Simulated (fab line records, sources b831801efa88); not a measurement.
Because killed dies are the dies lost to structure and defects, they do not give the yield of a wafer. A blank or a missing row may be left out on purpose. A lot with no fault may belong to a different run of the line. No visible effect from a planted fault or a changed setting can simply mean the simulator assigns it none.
A struck lot beside a sound one    flow sfq_line    14 steps out of a route of 325
Sound: the wafers L246.1, L246.3, L246.4. The struck wafers were L254.1, L254.4, L254.5. Last of all comes the cause.
For every step that has rows: the tool of each side, followed by ch and its chambers, followed by its first start. Under that, the readings that differ: sound wafers    struck wafers    difference of the means    sigmas: that difference in standard deviations of wafers without a fault.
alike: readings whose means differ by less than 2 such deviations, and words and numbers that are the same on both sides. not compared: withheld readings, readings that some wafer has no value for, bounds like >300 that may hide the same value, and numbers for which the record gives no deviation and whose values overlap.
Wherever a step has rows on one side only, a row that says differs or no value, or a row with sigmas, the two part there. Non-overlapping numbers with no deviation appear without sigmas and do not part them. A reading that every wafer of one side lacks parts them only if that side has two wafers or more.

first, 6 steps without rows for these wafers: SFQ_TRILAYER_M7_LITHO_COAT_182 (resist thk 62 nm); SFQ_TRILAYER_M7_LITHO_COAT_177 (resist thk 600 nm); SFQ_TRILAYER_M7_LITHO_SOFTBAKE_181; SFQ_TRILAYER_M7_LITHO_EXPOSE_178 (exposes mask M7, target cd 500 nm); SFQ_TRILAYER_M7_LITHO_PEB_180 (peb time 60 s); SFQ_TRILAYER_M7_LITHO_DEVELOP_179 (time 60 s).
SFQ_M7_OVL_MEAS_945:
  sound on overlay-01 at day 76 01:13; struck on overlay-01 at day 80 23:16
  alike: M7_OVL
SFQ_TRILAYER_M7_BARC_OPEN_METAL_ETCH_229: etches BARC in O2, target depth 125 nm, time 41.7 s.
  sound on rie_metal-03 ch 0,1, day 76 01:15; struck on rie_metal-03 ch 0, day 80 23:17
  alike: chamber_pressure_mTorr, drypump_motor_current_A, oes_product_au
  not compared: rf_hours_counter_h
SFQ_TRILAYER_M7_ETCH_METAL_ETCH_180: etches Nb in Cl2/Ar, stops on SiO2, target depth 240 nm, time 120 s.
  sound on rie_metal-03 ch 0,1, day 76 01:19; struck on rie_metal-03 ch 0, day 80 23:21
  alike: chamber_pressure_mTorr, drypump_motor_current_A, oes_product_au
  not compared: rf_hours_counter_h
SFQ_TRILAYER_M7_STRIP_STRIP_181: strips in O2.
  sound on rie_metal-03 ch 0,1, day 76 01:26; struck on rie_metal-03 ch 0, day 80 23:29
  alike: chamber_pressure_mTorr, drypump_motor_current_A, oes_product_au
  not compared: rf_hours_counter_h
then, 1 step without rows for these wafers: SFQ_TRILAYER_M7_STRIP_SOLV_CLEAN_182 (cleans in NMP, time 600 s).
SFQ_TRILAYER_I7_DEP_PECVD_183: deposits SiO2 from SiH4/N2O, time 111.11 s, target thk 500 nm.
  sound on pecvd-01 ch 1,2, day 76 02:13; struck on pecvd-01 ch 0,1, day 81 00:15
  alike: heater_power_w, throttle_valve_pct
SFQ_TRILAYER_I7_CMP_CMP_184: polishes SiO2.
  sound on cmp-02 ch 1,2,3, day 76 05:31; struck on cmp-02 ch 1,2,3, day 81 01:20
reading                  sound              struck             difference  sigmas
head_pressure_psi (psi)  2.989 3.005 3.001  2.702 2.694 2.699  -0.300      -45
  alike: edge_zone_pressure_frac, motor_current_A, time_to_endpoint_s
SFQ_I7_BOW_MEAS_946:
  sound on film_metro-03 at day 76 08:44; struck on film_metro-03 at day 81 03:20
  alike: I7_BOW

## WHERE THEY PART
Only at SFQ_TRILAYER_I7_CMP_CMP_184, as far as this record shows. Later steps at which nothing parts them and some readings are alike: SFQ_I7_BOW_MEAS_946.

WHY: the cause the simulator had injected
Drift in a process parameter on cmp-02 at SFQ_TRILAYER_I7_CMP_CMP_184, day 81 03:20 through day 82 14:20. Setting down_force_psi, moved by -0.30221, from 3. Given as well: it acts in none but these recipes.
